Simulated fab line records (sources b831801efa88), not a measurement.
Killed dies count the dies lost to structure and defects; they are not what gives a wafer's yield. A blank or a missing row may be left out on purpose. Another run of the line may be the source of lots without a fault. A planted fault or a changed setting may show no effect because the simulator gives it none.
A single fault, viewed from 2 desks / flow sky130 / only its own numbers are on each desk; what lay behind them is given at the end

== THE TOOL OWNER'S DESK: litho-track-01 ==
The tool's own readings at SKY_CONTACT_DEVELOP_13 (develop time 57.99 s): means of the sampled wafers that have a number, for each lot that ran on this tool. The brackets show how far a lot's mean lies from the usual mean; more than 4 standard deviations puts the lot out of limits, marked OUT.
Columns: A = developer-temp-C at SKY_CONTACT_DEVELOP_13, usual 21.00 C
lot=L801; first seen here=day 33 21:00; A=21.11
lot=L803; first seen here=day 34 16:00; A=20.97
lot=L806; first seen here=day 35 14:00; A=21.07
lot=L807; first seen here=day 35 23:00; A=21.13
lot=L809; first seen here=day 36 12:00; A=21.52 (+4.8) OUT
lot=L810; first seen here=day 36 19:00; A=21.65 (+5.9) OUT
This desk finds L809, L810 out of limits, L809 being first, at day 36 12:00 (developer-temp-C at SKY_CONTACT_DEVELOP_13). L801, L803, L806, L807: within limits.

== FROM THE METROLOGY DESK ==
What the gauges read for every lot (on any tool): the sampled wafers with a number, averaged. The brackets show how far a lot's mean lies from the usual mean; more than 4 standard deviations puts the lot out of limits, marked OUT.
Columns: A = LI_CONTACT_W_THK at SKY_LI_CONTACT_THK_MEAS_23, usual 410 nm; B = CONTACT_OVL at SKY_CONTACT_OVL_MEAS_15, usual -3 nm
lot=L797; first seen here=day 30 05:15; A=404; B=5
lot=L796; first seen here=day 30 08:53; A=415; B=5
lot=L798; first seen here=day 30 15:53; A=411; B=-5
lot=L799; first seen here=day 31 09:23; A=419; B=-1
lot=L801; first seen here=day 31 15:43; A=414; B=2
lot=L803; first seen here=day 32 09:42; A=412; B=-9
lot=L804; first seen here=day 32 15:34; A=402; B=6
lot=L805; first seen here=day 32 19:20; A=411; B=-2
lot=L806; first seen here=day 33 08:55; A=412; B=-6
lot=L807; first seen here=day 33 17:13; A=408; B=-5
lot=L808; first seen here=day 34 05:35; A=414; B=-15
lot=L809; first seen here=day 34 06:36; A=414; B=1
lot=L810; first seen here=day 34 13:01; A=406; B=-12
lot=L811; first seen here=day 34 17:14; A=409; B=0
Finding of this desk: none of the 14 lots has anything out of limits.

== TAKEN TOGETHER ==
An alarm could have come from the tool owner's desk at day 36 12:00, on L809, L810.
At the metrology desk, nothing out of limits was observed.
The metrology desk holds a record of L809, L810, inside its limits.
Of the lots named, all ran SKY_CONTACT_DEVELOP_13 on litho-track-01.

== WHAT HAD BEEN PUT IN BY THE SIMULATOR ==
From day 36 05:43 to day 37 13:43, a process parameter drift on litho-track-01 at SKY_CONTACT_DEVELOP_13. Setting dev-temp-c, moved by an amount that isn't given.
Shown lots that were struck: L809, L810.
Hours from the fault's start to each desk's first reading out of limits: the tool owner's desk, 6.
